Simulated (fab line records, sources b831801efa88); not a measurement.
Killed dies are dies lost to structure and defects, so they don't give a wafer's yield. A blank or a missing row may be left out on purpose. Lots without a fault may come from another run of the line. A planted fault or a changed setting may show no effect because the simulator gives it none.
fab line records | flow gf180mcu
record lots=6 wafers=18 last_day=34
route steps=602 shown HV_LDD@212
lots that met no fault: from a run of the same line without faults
start_h: hours from the record's first day to the start of the lot's first wafer shown | wait_h: hours since the lot's step before | " the same as in the row above | L1.1+2: a row that stands for several wafers | - no value, or no start given | * or withheld: withheld | < > ~ a bound
route shown NAME@n: a module of which the file shows steps, and the number in the route of the first | usual: mean/standard deviation of fault-free wafers | same: alike in all rows | chamber/n: place in a boat | sites: the reading at each site | _std_site: their standard deviation | _edge_site: outer sites' mean less inner sites' | radius_mm: how far each site lies from the wafer's centre | mask NAME#n: copy n | behind: the tool/chamber that last shaped the wafer | hold: why the lot was held/for how many hours/how that ended | device: the transistor (n, p or np) that didn't switch | end of line: the same wafers' tests at the end of the route | a step without rows: its recipe alone | killed: dies lost to structure and defects at the first sort, not the wafer's yield | map: a wafer's dies, x killed, . not, _ none there
set.NAME: the setting as run; set.NAME@STEP: as run at that earlier step | model.NAME: the simulator's own value behind a step, which no gauge read
lots at some steps of the route; a table a step, a row a wafer
services: from which hour (start_h, from the record's first day; less than 0 if before it) a tool's chamber was out of use, for how many hours, and why
## steps
# step GF_HV_LDD_IMPLANT_36
# recipe species=P energy_kev=60 dose_cm2=7.5e+12 tilt_deg=30 rotation_deg=270
# step GF_HV_LDD_STRIP_37
# recipe chemistry=O2/N2 power_w=1400 pressure_mtorr=1500 platen_temp_c=250 o2_flow_sccm=3000 n2_flow_sccm=300 overash_fraction=0.5
# usual drypump_motor_current_A=5.6/0.4 heater_power_w=333/24 o2_flow_sccm=2999/8.9 oes_product_au=0.716/0.0048 strip_time_to_endpoint_s=12.62/0.047
# columns lot.wafer tool chamber start_h wait_h drypump_motor_current_A heater_power_w o2_flow_sccm oes_product_au rf_hours_counter_h strip_time_to_endpoint_s
L671.3 plasma_asher-01 0 276.29 0.1 5.6 338 3002 0.712 - 12.60
L671.5 " 0 " " 5.6 338 3005 0.712 - 12.58
L671.6 " 1 " " 6.1 347 2991 0.718 - 12.62
L673.1 plasma_asher-02 1 299.21 0.1 6.0 311 3013 0.713 59 12.59
L673.2 " 0 " " 5.3 363 3005 0.720 59 12.59
L673.4 " 0 " " 5.2 363 2995 0.721 - 12.60
L679.1 plasma_asher-01 1 355.91 0.1 6.1 350 2992 0.719 56 12.60
L679.2 " 0 " " 5.6 341 2997 0.720 56 12.62
L679.4 " 1 " " 6.1 355 2985 0.719 - 12.62
L680.2 plasma_asher-04 0 367.96 0.1 5.0 338 3024 0.715 71 12.61
L680.3 " 0 " " 5.0 331 3025 0.706 - 12.59
L680.5 " 0 " " 5.0 340 3016 0.716 - 12.59
L689.1 plasma_asher-01 1 429.31 0.1 6.1 346 3004 0.721 64 12.68
L689.3 " 0 " " 5.6 342 2995 0.706 - 12.64
L689.6 " 0 " " 5.6 339 2999 0.710 - 12.63
L690.3 plasma_asher-01 0 443.09 0.1 5.6 342 3021 0.705 - 12.66
L690.4 " 1 " " 6.1 360 3000 0.715 - 12.59
L690.5 " 0 " " 5.6 354 2999 0.723 - 12.63
# step GF_HV_LDD_TW_MEAS_38
# usual HV_LDD_3_TW=1427/13
# columns lot.wafer tool chamber start_h wait_h HV_LDD_3_TW
L671.3 film_metro-02 - 276.38 0.1 1411
L671.5 " - " " 1420
L671.6 " - " " 1418
L673.1 film_metro-01 - 299.31 0.1 1427
L673.2 " - " " 1423
L673.4 " - " " 1430
L679.1 film_metro-01 - 356.01 0.1 1420
L679.2 " - " " 1422
L679.4 " - " " 1428
L680.2 film_metro-01 - 368.07 0.1 1430
L680.3 " - " " 1428
L680.5 " - " " 1420
L689.1 film_metro-01 - 429.41 0.1 1416
L689.3 " - " " 1424
L689.6 " - " " 1419
L690.3 film_metro-02 - 443.17 0.1 1421
L690.4 " - " " 1423
L690.5 " - " " 1419
# step GF_HV_LDD_DEHYDRATE_39
# recipe temp_c=200 time_s=60
# step GF_HV_LDD_HMDS_40
# recipe prime_time_s=60 prime_temp_c=120
# step GF_HV_LDD_COAT_41
# recipe resist=NOVOLAK spin_rpm=3000 resist_thk_nm=1000
# step GF_HV_LDD_SOFTBAKE_42
# recipe temp_c=90 time_s=60 resist=NOVOLAK
# step GF_HV_LDD_EXPOSE_43
# recipe mask_id=Pplus_HV_AREA target_cd_nm=400 na=0.6 source_shape=conventional sigma_outer=0.6 dose_mj=140
# step GF_HV_LDD_PEB_44
# recipe temp_c=withheld time_s=* resist=NOVOLAK
# step GF_HV_LDD_DEVELOP_45
# recipe develop_time_s=60 dev_temp_c=23
# step GF_HV_LDD_CD_MEAS_46
# recipe target_cd_nm=400
# usual cd_nm=399.4/2.1
# columns lot.wafer tool chamber start_h wait_h cd_nm
L671.3 cd_sem-02 - 295.60 0.1 397.0
L671.5 " - " " 399.5
L671.6 " - " " 398.2
L673.1 cd_sem-02 - 319.65 0.1 394.6
L673.2 " - " " 397.5
L673.4 " - " " 397.0
L679.1 cd_sem-02 - 378.30 0.1 399.3
L679.2 " - " " 401.3
L679.4 " - " " 400.0
L680.2 cd_sem-02 - 390.47 0.1 402.1
L680.3 " - " " 400.6
L680.5 " - " " 402.5
L689.1 cd_sem-01 - 453.75 0.1 401.8
L689.3 " - " " 399.0
L689.6 " - " " 401.9
L690.3 cd_sem-02 - 467.14 0.1 401.8
L690.4 " - " " 397.5
L690.5 " - " " 397.4
# step GF_HV_LDD_OVL_MEAS_47
# usual HV_LDD_03_OVL=0.1/1.6
# columns lot.wafer tool chamber start_h wait_h HV_LDD_03_OVL[nm]
L671.3 overlay-02 - 295.70 0.1 -0.1
L671.5 " - " " -0.1
L671.6 " - " " 2.8
L673.1 overlay-01 - 319.77 0.1 -0.7
L673.2 " - " " -0.4
L673.4 " - " " -1.5
L679.1 overlay-01 - 378.42 0.1 -3.3
L679.2 " - " " -2.5
L679.4 " - " " -2.3
L680.2 overlay-02 - 390.58 0.1 -0.8
L680.3 " - " " -1.3
L680.5 " - " " -1.1
L689.1 overlay-01 - 453.87 0.1 1.7
L689.3 " - " " -0.7
L689.6 " - " " 1.0
L690.3 overlay-02 - 467.23 0.1 2.4
L690.4 " - " " 1.7
L690.5 " - " " 3.1
# step GF_HV_LDD_IMPLANT_48
# recipe species=B energy_kev=25 dose_cm2=3e+13 tilt_deg=7
# usual beam_energy_keV=25.000/0.0084 beam_on_s=10.02/0.19 faraday_current_uA=169/3.3 tilt_deg=7.007/0.021
# columns lot.wafer tool chamber start_h wait_h beam_energy_keV beam_on_s faraday_current_uA tilt_deg
L671.3 implanter-03 0 295.77 0.1 24.989 10.05 168 7.021
L671.5 " 0 " " 24.993 9.93 170 7.011
L671.6 " 0 " " 25.008 10.17 166 7.005
L673.1 implanter-02 0 319.81 0.0 25.009 9.85 171 7.007
L673.2 " 0 " " 25.003 9.68 175 7.016
L673.4 " 0 " " 25.010 9.95 172 6.997
L679.1 implanter-01 - 378.46 0.0 - - - -
L679.2 " - " " - - - -
L679.4 " - " " - - - -
L680.2 implanter-02 - 390.63 0.0 - - - -
L680.3 " - " " - - - -
L680.5 " - " " - - - -
L689.1 implanter-03 0 453.90 0.0 25.000 10.37 162 7.023
L689.3 " 0 " " 25.006 10.12 168 6.992
L689.6 " 0 " " 24.999 9.98 170 7.007
L690.3 implanter-02 0 467.31 0.1 25.010 10.07 168 7.061
L690.4 " 0 " " 24.994 10.08 168 7.018
L690.5 " 0 " " 25.000 9.91 171 7.017
# step GF_HV_LDD_STRIP_49
# recipe chemistry=O2/N2 power_w=1400 pressure_mtorr=1500 platen_temp_c=250 o2_flow_sccm=3000 n2_flow_sccm=300 overash_fraction=0.5
# usual drypump_motor_current_A=5.7/0.39 heater_power_w=336/23 o2_flow_sccm=3000/9.6 oes_product_au=0.716/0.0048 strip_time_to_endpoint_s=12.62/0.03
# columns lot.wafer tool chamber start_h wait_h drypump_motor_current_A heater_power_w o2_flow_sccm oes_product_au rf_hours_counter_h strip_time_to_endpoint_s
L671.3 plasma_asher-02 1 295.91 0.1 5.9 312 2999 0.713 - 12.67
L671.5 " 1 " " 6.0 304 2999 0.718 - 12.64
L671.6 " 0 " " 5.3 361 2995 0.715 - 12.64
L673.1 plasma_asher-01 0 319.96 0.1 5.6 345 2999 0.714 52 12.64
L673.2 " 1 " " 6.1 349 2990 0.721 52 12.65
L673.4 " 0 " " 5.6 351 2992 0.711 - 12.65
L679.1 plasma_asher-01 0 378.61 0.1 5.6 326 3012 0.708 58 12.61
L679.2 " 1 " " 6.1 346 2997 0.717 58 12.60
L679.4 " 0 " " 5.6 343 3016 0.724 - 12.60
L680.2 plasma_asher-02 1 390.76 0.1 6.0 310 3005 0.720 68 12.60
L680.3 " 1 " " 6.0 318 3009 0.719 - 12.63
L680.5 " 0 " " 5.3 368 2995 0.725 - 12.59
L689.1 plasma_asher-02 0 454.05 0.1 5.3 358 3003 0.716 75 12.63
L689.3 " 0 " " 5.3 363 2995 0.713 - 12.63
L689.6 " 1 " " 6.0 310 3002 0.718 - 12.64
L690.3 plasma_asher-01 1 467.44 0.1 6.1 337 3002 0.713 - 12.61
L690.4 " 0 " " 5.6 336 2999 0.704 - 12.62
L690.5 " 1 " " 6.1 343 3001 0.720 - 12.67
# step GF_HV_LDD_TW_MEAS_50
# usual HV_LDD_4_TW=569/5.3
# columns lot.wafer tool chamber start_h wait_h HV_LDD_4_TW
L671.3 film_metro-01 - 295.99 0.1 566
L671.5 " - " " 568
L671.6 " - " " 571
L673.1 film_metro-03 - 320.06 0.1 574
L673.2 " - " " 570
L673.4 " - " " 576
L679.1 film_metro-02 - 378.71 0.1 30
L679.2 " - " " 29
L679.4 " - " " 30
L680.2 film_metro-03 - 390.87 0.1 30
L680.3 " - " " 30
L680.5 " - " " 30
L689.1 film_metro-03 - 454.15 0.1 576
L689.3 " - " " 571
L689.6 " - " " 572
L690.3 film_metro-03 - 467.53 0.1 572
L690.4 " - " " 573
L690.5 " - " " 571
# step GF_HV_LDD_CLEAN_51
# recipe chemistry=SC1/SC2 mix=1:4:20 temp_c=70 time_s=150 dry=n2_spin
## services
# columns tool chamber start_h hours kind
implanter-02 - 256.45 2.7 repair
plasma_asher-02 - 267.96 10.7 repair
implanter-01 - 276.68 3.6 pm
implanter-01 - 328.67 3.6 pm
implanter-01 - 337.53 1.3 repair
plasma_asher-01 - 353.32 2.0 repair
implanter-03 - 362.06 2.5 repair
plasma_asher-02 - 365.73 10.5 repair
implanter-03 - 376.93 74.7 pm
plasma_asher-02 - 402.68 2.5 repair
plasma_asher-04 - 421.25 9.0 pm
plasma_asher-04 0 421.25 9.0 vent_cycle
plasma_asher-04 1 421.25 9.0 vent_cycle
implanter-02 - 426.51 6.1 repair
plasma_asher-04 0 430.25 - clean
plasma_asher-04 1 430.25 - clean
plasma_asher-04 - 440.62 28.1 pm
implanter-01 - 443.59 0.6 repair
## key
first_sign step=GF_HV_LDD_IMPLANT_48 reading=tool_record direction=missing
effect step=GF_HV_LDD_TW_MEAS_50 reading=HV_LDD_4_TW direction=down sigmas=99+ usual=569 struck=30
met_at GF_HV_LDD_IMPLANT_48
struck_wafers L679.1,L679.2,L679.4,L680.2,L680.3,L680.5
later_rows_left_out L679.1,L679.2,L679.4,L680.2,L680.3,L680.5
sort_left_out L679.1,L679.2,L679.4,L680.2,L680.3,L680.5
tester_left_out L679,L680
onset_between 319.81 378.46
fault kind=skipped_step_whole tool=implanter-01,implanter-02 chamber=- onset_h=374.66 steps=GF_HV_LDD_IMPLANT_48 scope=struck_lots_only
# tester_left_out: of these lots the tester's yield and bins aren't shown, on N5 and GAA mostly nor the transistor test; their killed dies are dies lost to structure and defects alone, not to doping, threshold or leakage, so they don't give the yield
# sort_left_out: the simulated sort isn't trusted on such a fault, so these wafers' sort isn't shown, and their yield isn't known
# later_rows_left_out: the simulator's readings of these wafers behind a module that went badly wrong aren't trusted and aren't shown, but for the sort
